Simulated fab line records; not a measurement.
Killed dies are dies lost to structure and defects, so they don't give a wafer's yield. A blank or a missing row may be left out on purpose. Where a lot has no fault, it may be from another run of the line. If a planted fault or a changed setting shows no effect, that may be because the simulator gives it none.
A lot that was struck, set against a sound lot + flow sky130 + 14 steps out of a route of 708
Sound: these wafers, L185.1, L185.2, L185.6. Wafers L199.1, L199.2, L199.3 were the ones struck. Last of all comes the cause.
Per side, at each step with rows, come the tool, then ch with its chambers, and then its first start. Under that, the readings that differ: sound wafers + struck wafers + difference of the means + sigmas: that difference in standard deviations of wafers without a fault.
alike: readings with means less than 2 such deviations apart, plus words and numbers identical on both sides. not compared: withheld readings, readings lacking a value on some wafer, bounds such as >300 that could conceal the same value, and numbers that have no deviation in the record and whose values overlap.
Wherever a step has rows on one side only, a row that says differs or no value, or a row with sigmas, the two part there. When numbers do not overlap yet have no deviation, they are printed without sigmas and do not part them. A reading that every wafer of one side lacks parts them only if that side has two wafers or more.

SKY_METAL2_SPUTTER_00: material Ti, target thk 15 nm, time 10 s.
  struck on pvd_sputter-01, day 40 00:44; sound on pvd_sputter-04, day 34 13:52
  alike: throttle_valve_pct
SKY_METAL2_SPUTTER_01: material TiN, target thk 20 nm, time 16.7 s.
  struck on pvd_sputter-01, day 40 00:46; sound on pvd_sputter-04, day 34 13:53
  alike: throttle_valve_pct
SKY_METAL2_SPUTTER_02: material AlCu, target thk 250 nm, time 13.3 s.
  struck on pvd_sputter-01, day 40 00:47; sound on pvd_sputter-04, day 34 13:55
  alike: throttle_valve_pct
SKY_METAL2_SPUTTER_03: material Ti, target thk 5 nm, time 3.3 s.
  struck on pvd_sputter-01, day 40 00:49; sound on pvd_sputter-04, day 34 13:56
  alike: throttle_valve_pct
SKY_METAL2_SPUTTER_04: material TiN, target thk 70 nm, time 58.3 s.
  struck on pvd_sputter-01, day 40 00:50; sound on pvd_sputter-04, day 34 13:57
  alike: throttle_valve_pct
SKY_METAL2_RS_MEAS_05: the measuring method here is four-point-probe.
  struck on film_metro-04, day 40 00:53; sound on film_metro-03, day 34 14:00
  alike: METAL2_ALCU_RS
SKY_METAL2_THK_MEAS_06: measures by xrf.
  struck on film_metro-04, day 40 01:00; sound on film_metro-03, day 34 14:07
  alike: METAL2_ALCU_THK
then, 5 steps without rows for these wafers: SKY_METAL2_DEHYDRATE_07 (time 60 s); SKY_METAL2_HMDS_08 (prime time 60 s); SKY_METAL2_COAT_09 (resist thk 60 nm); SKY_METAL2_COAT_10 (resist thk 450 nm); SKY_METAL2_SOFTBAKE_11 (time 90 s).
SKY_METAL2_EXPOSE_12: exposes mask MM2, target cd 140 nm.
  sound on krf_scanner-01 ch 0, day 35 03:59; struck on krf_scanner-01, day 40 14:31
  no value came back on the struck wafers for exposure_dose_mJ_cm2, focus_offset_nm (nm); on the sound wafers exposure_dose_mJ_cm2 reads 28.024 28.021 28.023
  alike: mask
next, for these wafers, 1 step has no rows: SKY_METAL2_PEB_13.

== WHERE THEY PART ==
Only at SKY_METAL2_EXPOSE_12, within this record.

WHY: the cause the simulator had injected
Entire step skipped (krf_scanner-01, SKY_METAL2_EXPOSE_12), from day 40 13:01 onward. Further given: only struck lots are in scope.
